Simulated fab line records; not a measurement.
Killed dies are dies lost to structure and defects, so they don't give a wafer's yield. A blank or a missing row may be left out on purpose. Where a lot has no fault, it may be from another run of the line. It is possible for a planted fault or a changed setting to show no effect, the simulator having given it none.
Chamber matching | flow sky130 | SKY_CONTACT_CMP_27 on cmp-01 has 4 sister chambers
The step polishes, stops on SiO2, t overpolish 15 s, target thk 0 nm. 7 wafers are shown with their chamber, then 7 later ones without.

WAFERS PAIRED WITH THEIR CHAMBERS
wafer  | chamber | motor current A (A) | overpolish run s (s)
L838.1 | 0       | 11.0                | 15.017
L841.6 | 2       | 9.4                 | 15.003
L854.3 | 2       | 9.8                 | 15.001
L854.4 | 1       | 10.6                | 15.002
L854.6 | 3       | 10.1                | 14.989
L855.3 | 3       | 10.5                | 15.000
L855.4 | 1       | 10.9                | 14.994

WAFERS WHOSE CHAMBER IS MISSING
wafer  | motor current A (A) | overpolish run s (s)
L855.6 | 10.8                | 14.996
L858.1 | 9.6                 | 14.994
L858.4 | 11.2                | 15.009
L858.6 | 9.8                 | 15.010
L860.2 | 10.7                | 14.992
L860.5 | 9.7                 | 15.004
L860.6 | 11.2                | 15.000

CHAMBER TAKEN BY EACH
wafer  | from the rows above          | in truth
L855.6 | can't be placed: 1 or 3      | 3
L858.1 | can't be placed: 2 or 3      | 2
L858.4 | can't be placed: 0 or 1      | 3
L858.6 | can't be placed: 2 or 3      | 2
L860.2 | can't be placed: 1 or 3      | 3
L860.5 | 2                            | 2
L860.6 | can't be placed: 1 or 0 or 3 | 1
Correctly placed: 1 of 7. These rows do not allow placing 6 (true chamber among the candidates in 5). Number placed wrongly: 0.
How it was worked out, from the rows above alone: a wafer's distance from a chamber is the root of the sum, over the readings, of the square of ((its reading less the chamber's mean) divided by the reading's scatter). If the next closest chamber is less than 2 further off than the closest, the wafer can't be placed; otherwise it belongs to the closest. A chamber's mean is the mean of its shown wafers. The scatter is the square root of a quotient: the sum, over the shown wafers, of each reading's squared deviation from its chamber's mean, divided by wafers minus chambers.
